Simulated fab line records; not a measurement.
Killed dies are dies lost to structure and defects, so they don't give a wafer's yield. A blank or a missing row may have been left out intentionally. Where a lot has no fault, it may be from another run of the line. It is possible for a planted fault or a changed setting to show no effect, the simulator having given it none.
Matching of chambers	flow sky130	4 sister chambers for SKY_POLY_GATE_ETCH_15 on rie-diel-02
The step etches BARC in N2/H2, stops on SiO2, time 118.5 s, target depth 110 nm. 16 wafers are shown with their chamber, then 8 later ones without.

## EACH WAFER AND ITS CHAMBER
wafer	chamber	drypump-motor-current-A (A)	rf-fwd-power-W (W)	oes-product-au (a.u.)
L738.1	0	6.0	498.1	0.718
L738.2	1	5.3	497.5	0.717
L738.6	1	5.3	496.7	0.719
L739.4	3	5.6	499.2	0.716
L739.5	1	5.3	496.8	0.720
L739.6	2	6.2	499.0	0.714
L741.1	0	6.0	497.2	0.711
L741.3	1	5.3	499.3	0.728
L741.6	1	5.3	500.3	0.721
L750.2	0	6.0	494.4	0.718
L750.4	3	5.6	499.9	0.714
L750.5	1	5.4	497.7	0.717
L752.1	0	6.0	496.1	0.717
L752.2	1	5.3	499.0	0.716
L752.6	3	5.7	498.4	0.708
L755.1	3	5.6	497.2	0.715

SIGNATURES, as means of the wafers listed above
reading	chamber 0	chamber 1	chamber 2	chamber 3	scatter within a chamber
drypump-motor-current-A	6.000	5.314	6.200	5.625	0.0366
rf-fwd-power-W	496.450	498.186	499.000	498.675	1.38
oes-product-au	0.71600	0.71971	0.71400	0.71325	0.00379
Rule: for a wafer and a chamber, the distance is found by dividing, reading by reading, the gap between the wafer's reading and the chamber's mean by the reading's scatter, squaring, summing and taking the root. The wafer belongs to the nearest chamber; if the next one is less than 2 further off, it can't be placed. The scatter: take each reading less its chamber's mean, square it, sum over the shown wafers, divide by the number of wafers less the number of chambers, and take the root.

## WAFERS MISSING THEIR CHAMBER
wafer	drypump-motor-current-A (A)	rf-fwd-power-W (W)	oes-product-au (a.u.)
L755.4	5.3	498.1	0.712
L755.6	6.0	492.9	0.708
L756.2	6.0	495.9	0.714
L756.4	5.3	499.8	0.712
L756.6	5.3	499.1	0.717
L757.2	5.4	497.6	0.712
L757.4	6.2	497.5	0.718
L757.5	5.6	500.5	0.715

## WHICH CHAMBER EACH ONE RAN IN
wafer	from the rows above	in truth
L755.4	1	1
L755.6	0	0
L756.2	0	0
L756.4	1	1
L756.6	1	1
L757.2	1	1
L757.4	2	2
L757.5	3	3
Correctly placed: 8 of 8. Number that these rows cannot place: 0. Placed wrongly: 0.
